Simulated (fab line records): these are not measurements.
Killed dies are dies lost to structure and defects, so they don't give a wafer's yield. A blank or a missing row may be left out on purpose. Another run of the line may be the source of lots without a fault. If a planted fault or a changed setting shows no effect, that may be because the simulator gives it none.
One fault through the eyes of 2 desks -- flow sky130 -- only its own numbers are on each desk; what lay behind them is given at the end

AT THE METROLOGY DESK
Lot by lot, what the gauges showed, no matter which tool ran the lot: averages of those sampled wafers that carry a number. A lot is out of limits, marked OUT, if its mean lies more than 4 standard deviations from the usual mean; the brackets give that distance.
Columns: A = LDD_HVP_OVL at SKY_LDD_HVP_OVL_MEAS_07, usual -0.2 nm; B = LDD_LDN_TW at SKY_LDD_LDN_TW_MEAS_13, usual 1460; C = SPACER_CVD_00_THK at SKY_SPACER_THK_MEAS_01, usual 43.5 nm; D = POLY_CUT_OVL at SKY_POLY_CUT_OVL_MEAS_09, usual -4 nm
lot,first seen here,A,B,C,D
L169,day 21 22:15,0.7,1461,43.6,-3
L170,day 22 02:02,0.3,1486,43.0,-10
L171,day 22 15:18,-0.7,1463,43.7,4
L173,day 23 05:47,-2.4,1456,42.7,-6
L174,day 24 06:46,-0.6,1456,43.5,-1
L175,day 24 08:48,-1.1,1444,43.8,4
L177,day 24 22:44,-0.2,1414 (-4.2) OUT,43.0,-10
L178,day 25 11:14,-0.4,1390 (-6.4) OUT,43.7,-3
L187,day 28 04:12,0.5,1466,43.9,-1
L188,day 28 13:47,-0.7,1480,43.3,-13
L190,day 29 04:51,-2.4,1459,43.4,-8
L191,day 29 10:31,-0.1,1457,43.3,-5
L192,day 29 18:02,0.6,1455,42.5,0
This desk's finding: out of limits on L177, L178; first on L177, day 26 05:23 (LDD_LDN_TW at SKY_LDD_LDN_TW_MEAS_13). L169, L170, L171, L173, L174, L175, L187, L188, L190, L191, L192: within limits.

AT THE TOOL OWNER'S DESK: implanter-01
SKY_LDD_LDN_IMPLANT_08, tool's own readings: per-lot mean of the sampled wafers with a number, covering each lot this tool ran. A lot is out of limits, marked OUT, if its mean lies more than 4 standard deviations from the usual mean; the brackets give that distance.
Columns: A = doseIonsCm2 at SKY_LDD_LDN_IMPLANT_08, usual 1.2502e+13; B = faradayCurrentUA at SKY_LDD_LDN_IMPLANT_08, usual 70.4
lot,first seen here,A,B
L169,day 23 05:34,1.2507e+13,70.8
L173,day 24 12:20,1.2493e+13,68.7
L175,day 25 15:14,1.2506e+13,70.5
L177,day 26 04:41,5.6437e+12 (-99 or more) OUT,32.1 (-29) OUT
L178,day 26 16:32,5.6097e+12 (-99 or more) OUT,31.6 (-30) OUT
L188,day 29 17:50,1.2508e+13,70.7
L191,day 30 14:17,1.2498e+13,69.5
L192,day 30 21:17,1.2513e+13,70.1
This desk's verdict: out of limits on L177, L178, starting with L177 at day 26 04:41 (doseIonsCm2 at SKY_LDD_LDN_IMPLANT_08). L169, L173, L175, L188, L191, L192: within limits.

ALL TOGETHER
The tool owner's desk could have raised an alarm at day 26 04:41, on L177, L178.
An alarm was possible from the metrology desk at day 26 05:23, on L177, L178.
All the named lots went through SKY_LDD_LDN_IMPLANT_08 on implanter-01.

WHAT THE SIMULATOR HAD PUT IN
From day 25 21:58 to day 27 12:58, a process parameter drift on implanter-01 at SKY_LDD_LDN_IMPLANT_08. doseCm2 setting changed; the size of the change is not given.
Struck lots among those shown: L177, L178.
Hours from the fault's start to each desk's first reading out of limits: the tool owner's desk, 7; the metrology desk, 7.
